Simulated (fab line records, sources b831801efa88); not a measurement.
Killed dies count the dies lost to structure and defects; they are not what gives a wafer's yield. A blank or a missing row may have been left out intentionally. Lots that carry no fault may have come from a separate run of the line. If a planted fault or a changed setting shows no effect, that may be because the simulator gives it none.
One fault through the eyes of 2 desks / flow sky130 / each desk holds nothing but its own numbers, with what lay behind them at the end

== AT THE METROLOGY DESK ==
Lot by lot, what the gauges showed, no matter which tool ran the lot: averages of those sampled wafers that carry a number. Marked OUT: a lot whose mean sits more than 4 standard deviations from the usual mean, which makes it out of limits; the brackets give that distance.
Columns: A = cd_nm at SKY_POLY_GATE_CD_MEAS_13, usual 149.9 nm
lot=L200; first seen here=day 16 09:08; A=151.4
lot=L201; first seen here=day 17 04:44; A=148.5
lot=L203; first seen here=day 18 03:07; A=151.0
lot=L205; first seen here=day 18 23:40; A=148.3
lot=L212; first seen here=day 21 19:58; A=150.8
lot=L213; first seen here=day 22 04:47; A=149.0
lot=L214; first seen here=day 22 05:30; A=151.5
lot=L215; first seen here=day 22 16:35; A=149.4
lot=L216; first seen here=day 22 19:59; A=150.8
lot=L217; first seen here=day 22 23:54; A=151.9
lot=L218; first seen here=day 23 14:56; A=150.8
lot=L222; first seen here=day 24 20:29; A=149.0
This desk's finding: nothing out of limits on any of the 12 lots.

== FOR THE TOOL OWNER'S DESK: wet_bench-02 ==
The tool's own readings at SKY_FIELD_ISO_WET_ETCH_30 (etches SiO2 in dHF, target depth 25 nm, time 50 s): means of the sampled wafers that have a number, for each lot that ran on this tool. Marked OUT: a lot whose mean sits more than 4 standard deviations from the usual mean, which makes it out of limits; the brackets give that distance.
Columns: A = run_length_s at SKY_FIELD_ISO_WET_ETCH_30, usual 78 s
lot=L205; first seen here=day 3 18:50; A=82
lot=L212; first seen here=day 5 05:02; A=51 (-9.0) OUT
lot=L213; first seen here=day 5 15:49; A=50 (-9.3) OUT
lot=L214; first seen here=day 5 17:23; A=49 (-9.7) OUT
This desk's verdict: out of limits on L212, L213, L214, starting with L212 at day 5 05:02 (run_length_s at SKY_FIELD_ISO_WET_ETCH_30). L205 stayed within limits.

== PUT TOGETHER ==
On L212, L213, L214, at day 5 05:02, an alarm was possible from the tool owner's desk.
The metrology desk saw nothing out of limits.
The metrology desk holds a record of L212, L213, L214, inside its limits.
Every lot named ran SKY_FIELD_ISO_WET_ETCH_30 on wet_bench-02.

== WHAT THE SIMULATOR HAD PUT IN ==
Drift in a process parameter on wet_bench-02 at SKY_FIELD_ISO_WET_ETCH_30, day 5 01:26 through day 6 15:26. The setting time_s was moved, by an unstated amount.
Lots struck among those shown: L212, L213, L214.
Each desk's first reading out of limits, in hours after the fault started: the tool owner's desk, 4.
